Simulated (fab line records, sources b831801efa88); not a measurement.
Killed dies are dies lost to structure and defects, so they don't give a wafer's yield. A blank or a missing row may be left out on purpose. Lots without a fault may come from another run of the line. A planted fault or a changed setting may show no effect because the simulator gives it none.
fab line records | flow sfq_line
record lots=6 wafers=18 last_day=86
route steps=325 shown M2@96 I2@103
lots that met no fault: from a run of the same line without faults
start_h: hours from the record's first day to the start of the lot's first wafer shown | wait_h: hours since the lot's step before | " the same as in the row above | L1.1+2: a row that stands for several wafers | - no value, or no start given | * or withheld: withheld | < > ~ a bound
route shown NAME@n: a module of which the file shows steps, and the number in the route of the first | usual: mean/standard deviation of fault-free wafers | same: alike in all rows | chamber/n: place in a boat | sites: the reading at each site | _std_site: their standard deviation | _edge_site: outer sites' mean less inner sites' | radius_mm: how far each site lies from the wafer's centre | mask NAME#n: copy n | behind: the tool/chamber that last shaped the wafer | hold: why the lot was held/for how many hours/how that ended | device: the transistor (n, p or np) that didn't switch | end of line: the same wafers' tests at the end of the route | a step without rows: its recipe alone | killed: dies lost to structure and defects at the first sort, not the wafer's yield | map: a wafer's dies, x killed, . not, _ none there
set.NAME: the setting as run; set.NAME@STEP: as run at that earlier step | model.NAME: the simulator's own value behind a step, which no gauge read
lots at some steps of the route; a table a step, a row a wafer
services: from which hour (start_h, from the record's first day; less than 0 if before it) a tool's chamber was out of use, for how many hours, and why
## steps
# step SFQ_TRILAYER_M2_LITHO_PEB_060
# recipe peb_temp_c=115 peb_time_s=60 resist=KrF
# step SFQ_TRILAYER_M2_LITHO_DEVELOP_059
# recipe time_s=60 resist=KrF
# step SFQ_M2_OVL_MEAS_916
# usual M2_OVL=-1/6
# columns lot.wafer tool chamber start_h wait_h M2_OVL[nm]
L841.2 overlay-02 - 725.48 0.1 -9
L841.3 " - " " -4
L841.5 " - " " -1
L842.2 overlay-01 - 751.35 0.1 10
L842.5 " - " " 14
L842.6 " - " " 9
L850.1 overlay-01 - 832.24 0.1 4
L850.2 " - " " 4
L850.3 " - " " 5
L851.2 overlay-01 - 833.45 0.1 8
L851.5 " - " " 8
L851.6 " - " " 7
L853.1 overlay-01 - 959.17 0.1 1
L853.3 " - " " 1
L853.4 " - " " 0
L857.1 overlay-01 - 968.77 0.1 -2
L857.2 " - " " -1
L857.3 " - " " -1
# step SFQ_TRILAYER_M2_BARC_OPEN_METAL_ETCH_077
# recipe mask_material=PR chemistry=O2 target_depth_nm=125 target=BARC icp_w=583.3 bias_w=80 pressure_mtorr=10 time_s=41.7
# usual drypump_motor_current_A=5.8/0.54 oes_product_au=0.685/0.0043
# columns lot.wafer tool chamber start_h wait_h drypump_motor_current_A oes_product_au rf_hours_counter_h
L841.2 rie_metal-02 0 725.51 0.0 6.2 0.688 108
L841.3 " 1 " " 5.2 0.684 -
L841.5 " 1 " " 5.2 0.696 -
L842.2 rie_metal-02 0 751.38 0.0 6.1 0.677 112
L842.5 " 1 " " 5.2 0.686 -
L842.6 " 0 " " 6.2 0.693 -
L850.1 rie_metal-03 1 832.28 0.0 6.1 0.684 53
L850.2 " 0 " " 6.6 0.682 43
L850.3 " 0 " " 6.6 0.690 -
L851.2 rie_metal-01 1 833.50 0.0 6.2 0.684 -
L851.5 " 1 " " 6.2 0.683 -
L851.6 " 1 " " 6.2 0.689 -
L853.1 rie_metal-02 1 959.20 0.0 5.2 0.687 136
L853.3 " 1 " " 5.2 0.690 -
L853.4 " 1 " " 5.2 0.681 -
L857.1 rie_metal-01 1 969.25 0.5 6.2 0.683 121
L857.2 " 0 " " 5.3 0.684 19
L857.3 " 0 " " 5.3 0.686 -
# step SFQ_TRILAYER_M2_ETCH_METAL_ETCH_060
# recipe target=Nb stop_on=SiO2 mask_material=PR chemistry=Cl2/Ar target_depth_nm=240 icp_w=600 bias_w=80 pressure_mtorr=10 time_s=120
# usual drypump_motor_current_A=5.8/0.54 oes_product_au=0.894/0.0059
# columns lot.wafer tool chamber start_h wait_h drypump_motor_current_A oes_product_au rf_hours_counter_h
L841.2 rie_metal-02 0 725.57 0.0 6.1 0.896 108
L841.3 " 1 " " 5.2 0.894 -
L841.5 " 1 " " 5.2 0.899 -
L842.2 rie_metal-02 0 751.44 0.0 6.1 0.898 112
L842.5 " 1 " " 5.2 0.896 -
L842.6 " 0 " " 6.1 0.899 -
L850.1 rie_metal-03 1 832.34 0.0 6.1 0.900 53
L850.2 " 0 " " 6.6 0.888 43
L850.3 " 0 " " 6.6 0.886 -
L851.2 rie_metal-01 1 833.64 0.1 6.2 0.902 -
L851.5 " 1 " " 6.2 0.887 -
L851.6 " 1 " " 6.2 0.890 -
L853.1 rie_metal-02 1 959.32 0.1 5.2 0.890 136
L853.3 " 1 " " 5.2 0.895 -
L853.4 " 1 " " 5.2 0.883 -
L857.1 rie_metal-01 1 969.31 0.0 6.2 0.899 122
L857.2 " 0 " " 5.3 0.898 19
L857.3 " 0 " " 5.3 0.890 -
# step SFQ_TRILAYER_M2_STRIP_STRIP_061
# recipe gas=O2 power_w=200 platen_temp_c=40 overash_fraction=0.65 chemistry=O2 pressure_mtorr=50
# usual drypump_motor_current_A=5.8/0.54 oes_product_au=1.000/0.0068 platen_temp_c=40.00/0.1
# columns lot.wafer tool chamber start_h wait_h drypump_motor_current_A oes_product_au platen_temp_c rf_hours_counter_h
L841.2 rie_metal-02 0 725.70 0.1 6.1 1.003 39.88 108
L841.3 " 1 " " 5.2 1.005 40.17 -
L841.5 " 1 " " 5.2 1.002 40.15 -
L842.2 rie_metal-02 0 751.57 0.1 6.1 0.998 40.13 112
L842.5 " 1 " " 5.2 0.996 39.97 -
L842.6 " 0 " " 6.1 0.993 40.10 -
L850.1 rie_metal-03 1 832.46 0.1 6.1 0.989 40.00 53
L850.2 " 0 " " 6.6 1.000 40.01 43
L850.3 " 0 " " 6.6 0.999 40.03 -
L851.2 rie_metal-01 1 834.05 0.4 6.2 1.001 39.99 -
L851.5 " 1 " " 6.2 0.997 40.13 -
L851.6 " 1 " " 6.2 0.991 40.16 -
L853.1 rie_metal-02 1 959.57 0.2 5.1 0.995 40.03 136
L853.3 " 1 " " 5.2 1.004 39.86 -
L853.4 " 1 " " 5.2 1.004 39.97 -
L857.1 rie_metal-01 1 969.43 0.1 6.2 1.011 40.16 122
L857.2 " 0 " " 5.3 1.000 40.05 19
L857.3 " 0 " " 5.3 1.003 39.93 -
# step SFQ_TRILAYER_M2_STRIP_SOLV_CLEAN_062
# recipe chemistry=NMP temp_c=70 time_s=600
# step SFQ_TRILAYER_I2_DEP_PECVD_063
# recipe material=SiO2 temp_c=150 time_s=111.11 pressure_torr=2.4 rf_w=183.3 precursor=SiH4/N2O target_thk_nm=500
# usual heater_power_w=84/8.2 throttle_valve_pct=24.4/1.5
# columns lot.wafer tool chamber start_h wait_h heater_power_w throttle_valve_pct
L841.2 pecvd-01 0 726.47 0.0 86 22.4
L841.3 " 2 " " 96 24.7
L841.5 " 0 " " 74 22.3
L842.2 pecvd-02 2 752.55 0.0 77 25.7
L842.5 " 1 " " 72 24.8
L842.6 " 0 " " 65 24.3
L850.1 pecvd-03 2 833.24 0.0 92 27.1
L850.2 " 1 " " 79 26.1
L850.3 " 0 " " 92 25.0
L851.2 pecvd-01 2 835.22 0.0 98 25.1
L851.5 " 0 " " 70 22.7
L851.6 " 1 " " 83 23.7
L853.1 pecvd-02 2 960.95 0.0 90 22.4
L853.3 " 0 " " 68 23.7
L853.4 " 0 " " 73 23.8
L857.1 pecvd-02 0 970.38 0.0 77 23.8
L857.2 " 2 " " 100 22.6
L857.3 " 1 " " 81 21.7
# step SFQ_TRILAYER_I2_CMP_CMP_064
# recipe material=SiO2 down_force_psi=3 platen_rpm=60 pad_velocity_m_s=0.94248
# usual head_pressure_psi=3.000/0.0063 motor_current_A=10.3/1.2 retaining_ring_pressure_frac=0.999/0.0053 time_to_endpoint_s=213/7.4
# columns lot.wafer tool chamber start_h wait_h head_pressure_psi motor_current_A retaining_ring_pressure_frac time_to_endpoint_s
L841.3 cmp-01 1 727.09 0.5 3.000 10.5 0.997 202
L841.2 " 3 728.09 1.6 2.996 10.6 1.005 193
L841.5 " 0 " " 3.000 10.1 1.007 201
L842.2 cmp-01 1 754.68 2.1 2.997 10.2 0.996 215
L842.6 " 1 756.68 4.0 3.003 10.6 0.992 218
L842.5 " 2 " " 2.995 8.1 0.992 219
L850.3 cmp-02 0 839.43 6.2 3.004 10.1 1.004 217
L850.1 " 2 840.43 7.2 2.990 10.9 1.006 219
L850.2 " 3 " " 3.003 12.4 0.996 217
L851.2 cmp-02 0 843.93 8.7 3.021 10.0 1.004 208
L851.5 " 1 " " 3.002 11.0 0.999 214
L851.6 " 2 " " 2.996 10.5 1.005 221
L853.1 cmp-01 1 961.03 0.0 3.000 10.3 0.996 220
L853.3 " 2 " " 3.000 8.4 0.994 227
L853.4 " 3 " " 3.003 10.5 1.010 218
L857.1 cmp-01 2 976.03 5.6 3.003 8.6 1.002 208
L857.2 " 0 977.03 6.6 3.012 11.1 1.001 217
L857.3 " 1 " " 3.006 9.7 0.994 207
# step SFQ_I2_BOW_MEAS_917
# recipe mode=bow
# usual I2_BOW=0/9.1
# columns lot.wafer tool chamber start_h wait_h I2_BOW[um]
L841.2 film_metro-01 - 729.61 1.0 18
L841.3 " - " " 9
L841.5 " - " " 24
L842.2 film_metro-02 - 757.70 2.5 1
L842.5 " - " " 0
L842.6 " - " " 16
L850.1 film_metro-04 - 842.43 1.5 -8
L850.2 " - " " 13
L850.3 " - " " -5
L851.2 film_metro-02 - 845.45 1.0 -2
L851.5 " - " " 9
L851.6 " - " " 6
L853.1 film_metro-01 - 964.03 2.5 -11
L853.3 " - " " -2
L853.4 " - " " 7
L857.1 film_metro-02 - 979.03 2.5 -4
L857.2 " - " " -8
L857.3 " - " " -8
# step SFQ_TRILAYER_I2_METRO_MEASURE_065
# step SFQ_TRILAYER_I2_VIA_LITHO_COAT_072
# recipe resist=BARC spin_rpm=3000 resist_thk_nm=62
# step SFQ_TRILAYER_I2_VIA_LITHO_COAT_067
# recipe resist=KrF spin_rpm=3000 resist_thk_nm=650
# usual spin_speed_rpm=2999.8/1.8
# columns lot.wafer tool chamber start_h wait_h spin_speed_rpm model.KrF_of_TRILAYER_I2_VIA_LITHO_COAT_067.thk_nm
L841.2 litho_track-03 0 731.26 0.2 3003.9 649.6
L841.3 " 0 " " 2996.3 648.7
L841.5 " 0 " " 3000.6 650.9
L842.2 litho_track-04 0 759.35 0.2 3001.1 649.2
L842.5 " 0 " " 3001.4 650.1
L842.6 " 0 " " 3002.7 648.4
L850.1 litho_track-04 0 844.05 0.2 2939.4 655.6
L850.2 " 0 " " 2937.0 656.3
L850.3 " 0 " " 2937.0 654.6
L851.2 litho_track-04 0 847.10 0.2 2939.3 656.9
L851.5 " 0 " " 2940.7 655.6
L851.6 " 0 " " 2940.5 656
L853.1 litho_track-03 0 965.65 0.2 2999.3 651.3
L853.3 " 0 " " 2998.4 650.3
L853.4 " 0 " " 3001.0 651.1
L857.1 litho_track-01 0 980.65 0.2 2999.3 650.9
L857.2 " 0 " " 2998.9 648.3
L857.3 " 0 " " 2997.4 650.9
# step SFQ_TRILAYER_I2_VIA_LITHO_SOFTBAKE_071
# recipe temp_c=withheld time_s=withheld resist=KrF
# step SFQ_TRILAYER_I2_VIA_LITHO_EXPOSE_068
# recipe mask_id=I2 na=0.6 source_shape=conventional sigma_outer=0.65 target_cd_nm=500 dose_mj=21.3
# step SFQ_TRILAYER_I2_VIA_LITHO_PEB_070
# recipe peb_temp_c=115 peb_time_s=60 resist=KrF
# step SFQ_TRILAYER_I2_VIA_LITHO_DEVELOP_069
# recipe time_s=60 resist=KrF
# step SFQ_I2_OVL_MEAS_918
# usual I2_OVL=-1/5.1
# columns lot.wafer tool chamber start_h wait_h I2_OVL[nm]
L841.2 overlay-02 - 733.17 0.1 9
L841.3 " - " " 0
L841.5 " - " " 3
L842.2 overlay-01 - 893.57 0.1 -4
L842.5 " - " " 3
L842.6 " - " " 3
L850.1 overlay-01 - 980.57 0.1 -5
L850.2 " - " " 0
L850.3 " - " " 2
L851.2 overlay-01 - 985.37 0.1 -1
L851.5 " - " " -6
L851.6 " - " " -4
L853.1 overlay-02 - 1104.11 0.1 -8
L853.3 " - " " -6
L853.4 " - " " -4
L857.1 overlay-01 - 1117.31 0.1 -11
L857.2 " - " " 1
L857.3 " - " " -6
# step SFQ_TRILAYER_I2_VIA_BARC_OPEN_VIA_ETCH_096
# recipe mask_material=PR chemistry=O2 target_depth_nm=125 target=BARC source_w=486.2 bias_w=80 pressure_mtorr=30 time_s=41.7
# step SFQ_TRILAYER_I2_VIA_ETCH_VIA_ETCH_070
# recipe target=SiO2 stop_on=Nb mask_material=PR taper_deg=20 chemistry=CHF3 target_depth_nm=260 source_w=500 bias_w=80 pressure_mtorr=30 time_s=withheld
# usual drypump_motor_current_A=5.9/0.47 oes_product_au=0.853/0.0048
# columns lot.wafer tool chamber start_h wait_h drypump_motor_current_A oes_product_au model.KrF_of_TRILAYER_I2_VIA_LITHO_COAT_067.thk_nm
L841.2 rie_diel-03 2 733.24 0.0 5.8 0.849 528.9
L841.3 " 1 " " 6.2 0.853 528.5
L841.5 " 0 " " 6.1 0.848 530.2
L842.2 rie_diel-01 3 893.64 0.0 5.8 0.854 527.9
L842.5 " 3 " " 5.8 0.863 529
L842.6 " 0 " " 6.7 0.856 527.5
L850.1 rie_diel-01 2 980.64 0.0 5.5 0.856 535.9
L850.2 " 0 " " 6.7 0.861 536
L850.3 " 3 " " 5.8 0.860 533.8
L851.2 rie_diel-03 1 985.44 0.0 6.2 0.858 537.9
L851.5 " 2 " " 5.8 0.856 535.1
L851.6 " 1 " " 6.2 0.849 536.5
L853.1 rie_diel-02 1 1104.19 0.0 6.4 0.851 531.1
L853.3 " 3 " " 5.6 0.854 531.2
L853.4 " 0 " " 5.9 0.855 530
L857.1 rie_diel-01 1 1117.39 0.0 6.3 0.857 532.3
L857.2 " 2 " " 5.5 0.858 529.3
L857.3 " 3 " " 5.8 0.856 530.5
# step SFQ_TRILAYER_I2_VIA_STRIP_STRIP_071
# recipe gas=O2 power_w=200 platen_temp_c=40 overash_fraction=0.65 chemistry=O2 pressure_mtorr=50
## services
# columns tool chamber start_h hours kind
rie_diel-01 - 731.31 2.8 pm
cmp-01 - 749.51 4.0 pm
cmp-01 - 750.69 1.2 repair
rie_metal-01 - 776.70 0.8 repair
rie_diel-01 - 787.69 14.6 pm
pecvd-02 2 811.03 21.7 repair
pecvd-02 - 813.19 4.7 repair
pecvd-02 1 831.98 4.1 repair
cmp-01 - 841.45 3.8 pm
cmp-01 - 849.16 1.2 repair
rie_metal-03 0 863.06 8.7 repair
rie_metal-03 1 864.56 7.5 repair
rie_metal-02 0 886.28 3.5 repair
cmp-01 - 888.73 1.8 repair
rie_metal-03 1 893.49 1.3 repair
pecvd-02 2 895.04 3.7 repair
rie_diel-01 1 897.97 7.8 repair
rie_metal-02 - 898.73 28.1 pm
rie_metal-02 1 928.93 20.3 repair
cmp-01 - 936.62 0.3 repair
rie_metal-01 1 1004.32 48.7 repair
cmp-01 - 1090.03 4.0 pm
rie_metal-02 - 1091.76 2.8 pm
rie_metal-01 - 1115.28 28.1 pm
## key
first_sign step=SFQ_TRILAYER_I2_VIA_LITHO_COAT_067 reading=spin_speed_rpm direction=down sigmas=34 usual=2999.8 struck=2939.0
effect none on later readings
model_effect step=SFQ_TRILAYER_I2_VIA_LITHO_COAT_067 value=KrF_of_TRILAYER_I2_VIA_LITHO_COAT_067.thk_nm without=649.1 struck=655.9
model_effect step=SFQ_TRILAYER_I2_VIA_ETCH_VIA_ETCH_070 value=KrF_of_TRILAYER_I2_VIA_LITHO_COAT_067.thk_nm without=529.1 struck=535.9
met_at SFQ_TRILAYER_I2_VIA_LITHO_COAT_067
struck_wafers L850.1,L850.2,L850.3,L851.2,L851.5,L851.6
onset_between 759.35 844.05
fault kind=process_parameter_drift tool=litho_track-04 chamber=- onset_h=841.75 steps=SFQ_TRILAYER_I2_VIA_LITHO_COAT_067 channel=spin_rpm offset=-61.17 shape=step end_h=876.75 acts_in=these_recipes_only stated=3000
